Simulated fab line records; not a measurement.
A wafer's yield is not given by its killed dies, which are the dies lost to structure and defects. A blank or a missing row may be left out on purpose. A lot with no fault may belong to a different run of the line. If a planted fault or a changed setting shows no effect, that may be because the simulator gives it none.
What tool caused it?	flow gf180mcu	13 lots, 39 wafers sampled, at 3 steps of a route of 602

== WHAT THE GAUGES READ, wafer by wafer ==
GF_NSD_CD_MEAS_07 targets a cd of 400 nm. Usual: cd_nm 400.3 nm, standard deviation 2.7.
lot	measured	on	cd_nm (nm)	flag
L490	day 14 06:13	cd_sem-02	399.1 400.3 397.9	
L492	day 14 20:50	cd_sem-01	397.8 397.8 397.5	
L493	day 15 06:41	cd_sem-02	403.6 399.0 403.5	
L494	day 15 12:05	cd_sem-01	398.4 399.3 399.2	
L495	day 16 01:29	cd_sem-02	401.9 403.4 403.0	
L496	day 16 21:54	cd_sem-02	406.0 404.1 404.1	
L497	day 16 22:12	cd_sem-01	396.4 397.7 398.3	
L499	day 17 01:25	cd_sem-01	396.4 394.7 396.5	
L500	day 17 09:06	cd_sem-01	399.7 397.3 399.2	
L502	day 18 03:55	cd_sem-01	402.4 403.4 401.3	
L503	day 18 13:09	cd_sem-02	400.3 401.0 402.4	
L505	day 19 09:43	cd_sem-02	400.9 403.3 401.4	
L512	day 21 19:08	cd_sem-02	398.0 399.3 399.7	

== WHICH TOOL RAN EACH LOT (tool, then ch and the chambers of the sampled wafers, then the start) ==
lot	GF_VT_IMPLANT_STRIP_20	GF_POLY_GATE_ETCH_13
L490	plasma_asher-01 ch 0,1, day 6 21:14	rie_si-02 ch 1,3, day 9 22:43
L492	plasma_asher-02 ch 0,1, day 7 07:42	rie_si-02 ch 1,3, day 10 11:48
L493	plasma_asher-02 ch 0,1, day 7 14:18	rie_si-01 ch 2,3, day 10 19:22
L494	plasma_asher-03 ch 0,1, day 7 18:36	rie_si-01 ch 2,3, day 11 00:52
L495	plasma_asher-03 ch 0,1, day 8 06:26	rie_si-02 ch 2,3, day 11 12:22
L496	plasma_asher-02 ch 0,1, day 8 15:05	rie_si-02 ch 0,2,3, day 12 01:52
L497	plasma_asher-03 ch 0,1, day 8 15:23	rie_si-01 ch 2,3, day 12 02:24
L499	plasma_asher-03 ch 0,1, day 8 20:17	rie_si-01 ch 0,2,3, day 12 05:07
L500	plasma_asher-03 ch 0,1, day 9 05:21	rie_si-02 ch 0,2, day 12 13:15
L502	plasma_asher-02 ch 0, day 9 20:18	rie_si-02 ch 1,2, day 13 06:04
L503	plasma_asher-01 ch 0,1, day 10 03:46	rie_si-02 ch 1,2,3, day 13 14:22
L505	plasma_asher-03 ch 0,1, day 10 16:36	rie_si-01 ch 0,1,3, day 14 06:40
L512	plasma_asher-03 ch 0,1, day 12 16:14	rie_si-01 ch 2,3, day 16 12:22
- GF_VT_IMPLANT_STRIP_20: strips in O2/N2.
- GF_POLY_GATE_ETCH_13: etches poly-Si in HBr/Cl2, stops on SiO2, target depth 198.5 nm, time 69.6 s.

== AS READ BY THE TOOLS THEMSELVES (means over the sampled wafers that have a number; for cases with no such wafer, the mark the record gives instead) ==
GF_VT_IMPLANT_STRIP_20. Usual: drypump_motor_current_A 5.6 A, standard deviation 0.45; heater_power_w 340 W, standard deviation 40; oes_product_au 0.716 a.u., standard deviation 0.0044; strip_time_to_endpoint_s 12.63 s, standard deviation 0.039.
lot	tool	drypump_motor_current_A (A)	heater_power_w (W)	oes_product_au (a.u.)	strip_time_to_endpoint_s (s)	flag
L490	plasma_asher-01	5.8	328	0.712	12.61	
L492	plasma_asher-02	5.7	331	0.718	12.61	
L493	plasma_asher-02	5.8	330	0.718	12.60	
L494	plasma_asher-03	5.6	371	0.719	12.63	
L495	plasma_asher-03	5.2	333	0.716	12.68	
L496	plasma_asher-02	5.8	324	0.718	12.63	
L497	plasma_asher-03	5.6	367	0.717	12.70	
L499	plasma_asher-03	5.2	332	0.713	12.59	
L500	plasma_asher-03	5.2	335	0.717	12.65	
L502	plasma_asher-02	5.6	324	0.718	12.58	
L503	plasma_asher-01	5.8	340	0.717	12.61	
L505	plasma_asher-03	5.6	373	0.713	12.61	
L512	plasma_asher-03	5.6	368	0.715	12.59	

GF_POLY_GATE_ETCH_13. Usual: bias_w 100.00 W, standard deviation 0.28; drypump_motor_current_A 5.57 A, standard deviation 0.29; he_backside_leak_sccm 2.74 sccm, standard deviation 0.27; oes_product_au 0.989 a.u., standard deviation 0.008; throttle_valve_pct 33.685 %, standard deviation 0.0081.
lot	tool	bias_w (W)	drypump_motor_current_A (A)	he_backside_leak_sccm (sccm)	oes_product_au (a.u.)	throttle_valve_pct (%)	flag
L490	rie_si-02	99.94	5.61	2.80	0.983	33.688	
L492	rie_si-02	99.91	5.57	2.69	0.987	33.686	
L493	rie_si-01	99.55	5.53	2.71	0.980	33.686	
L494	rie_si-01	100.02	5.56	2.75	0.991	33.677	
L495	rie_si-02	100.26	5.63	2.72	0.990	33.698	
L496	rie_si-02	100.07	5.60	2.60	0.992	33.690	
L497	rie_si-01	100.08	5.84	2.85	0.987	33.683	
L499	rie_si-01	99.98	5.50	2.82	0.992	33.686	
L500	rie_si-02	99.73	5.66	2.63	0.988	33.687	
L502	rie_si-02	98.97	5.66	2.88	0.977	33.689	OFF
L503	rie_si-02	98.98	5.59	2.75	0.975	33.687	OFF
L505	rie_si-01	99.73	5.43	2.58	0.983	33.684	
L512	rie_si-01	99.87	5.84	2.75	1.000	33.688	

== THE ANSWER, worked out from the rows above alone ==
Rule: take the mean of a lot's wafers that have a number; if it is more than 3 standard deviations from the usual mean, the lot is off. A lot without any number at a reading at which 4 lots or more have one is off too. Any other lot the step has rows for is counted as sound. After the gauges, taken in route order, come the tools' own readings; for these a lot's mean is taken, as printed above. The first step at which some lot is off is used, and at that step the reading that is off furthest; a lot without a number counts as furthest.
Off: L502, L503, at GF_POLY_GATE_ETCH_13 (bias_w).
A tool fits if, at that step or a process step before it, it ran every lot that is off, and no sound lot after the first of them. One fits: rie_si-02 at GF_POLY_GATE_ETCH_13. Its last sound lot is L500 (day 12 13:15), its first lot that is off L502 (day 13 06:04): a fault that began between those two fits.
The tool's own readings at GF_POLY_GATE_ETCH_13 bear it out: on the lots that are off they differ by more than 5 times the standard deviation of the sound lots' means. bias_w reads 98.97 W there against 99.92 W on the sound lots.

== WHAT WAS PUT IN BY THE SIMULATOR ==
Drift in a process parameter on rie_si-02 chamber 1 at GF_POLY_GATE_ETCH_13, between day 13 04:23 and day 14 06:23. A move of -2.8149 in setting bias_w, from 100. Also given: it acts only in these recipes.
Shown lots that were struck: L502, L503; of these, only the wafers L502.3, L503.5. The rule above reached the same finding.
